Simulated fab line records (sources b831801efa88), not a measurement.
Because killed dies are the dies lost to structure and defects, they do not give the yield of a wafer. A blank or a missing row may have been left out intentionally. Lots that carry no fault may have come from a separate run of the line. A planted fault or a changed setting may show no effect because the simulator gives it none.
Chamber matching / flow sky130 / 4 sister chambers for SKY_VIA4_CMP_02 on cmp-02
The step polishes SiO2. 8 wafers are shown with their chamber, then 7 later ones without.

== EACH WAFER AND ITS CHAMBER ==
wafer=L192.1; chamber=3; motor current A (A)=10.4
wafer=L193.3; chamber=3; motor current A (A)=10.9
wafer=L196.2; chamber=0; motor current A (A)=12.5
wafer=L196.3; chamber=2; motor current A (A)=12.0
wafer=L212.2; chamber=2; motor current A (A)=11.9
wafer=L212.5; chamber=1; motor current A (A)=13.6
wafer=L212.6; chamber=0; motor current A (A)=12.8
wafer=L211.5; chamber=1; motor current A (A)=13.1

== WAFERS WITH NO CHAMBER GIVEN ==
wafer=L211.6; motor current A (A)=12.2
wafer=L213.1; motor current A (A)=11.1
wafer=L213.2; motor current A (A)=13.7
wafer=L213.5; motor current A (A)=11.3
wafer=L214.2; motor current A (A)=12.3
wafer=L214.3; motor current A (A)=13.2
wafer=L214.5; motor current A (A)=11.2

== EACH ONE'S CHAMBER ==
wafer=L211.6; from the rows above=can't be placed: 2 or 0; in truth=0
wafer=L213.1; from the rows above=can't be placed: 3 or 2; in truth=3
wafer=L213.2; from the rows above=1; in truth=1
wafer=L213.5; from the rows above=can't be placed: 2 or 3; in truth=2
wafer=L214.2; from the rows above=can't be placed: 0 or 2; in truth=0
wafer=L214.3; from the rows above=can't be placed: 1 or 0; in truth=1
wafer=L214.5; from the rows above=can't be placed: 3 or 2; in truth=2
Placed correctly: 1 of 7. Can't be placed from these rows: 6 (the true chamber is among the candidates in 6). Wrongly placed: 0.
How it was worked out, from the rows above alone: a wafer's distance from a chamber is the root of the sum, over the readings, of the square of ((its reading less the chamber's mean) divided by the reading's scatter). The wafer belongs to the nearest chamber; if the next one is less than 2 further off, it can't be placed. Each chamber's mean is taken over the wafers shown for it. The scatter is the square root of a quotient: the sum, over the shown wafers, of each reading's squared deviation from its chamber's mean, divided by wafers minus chambers.
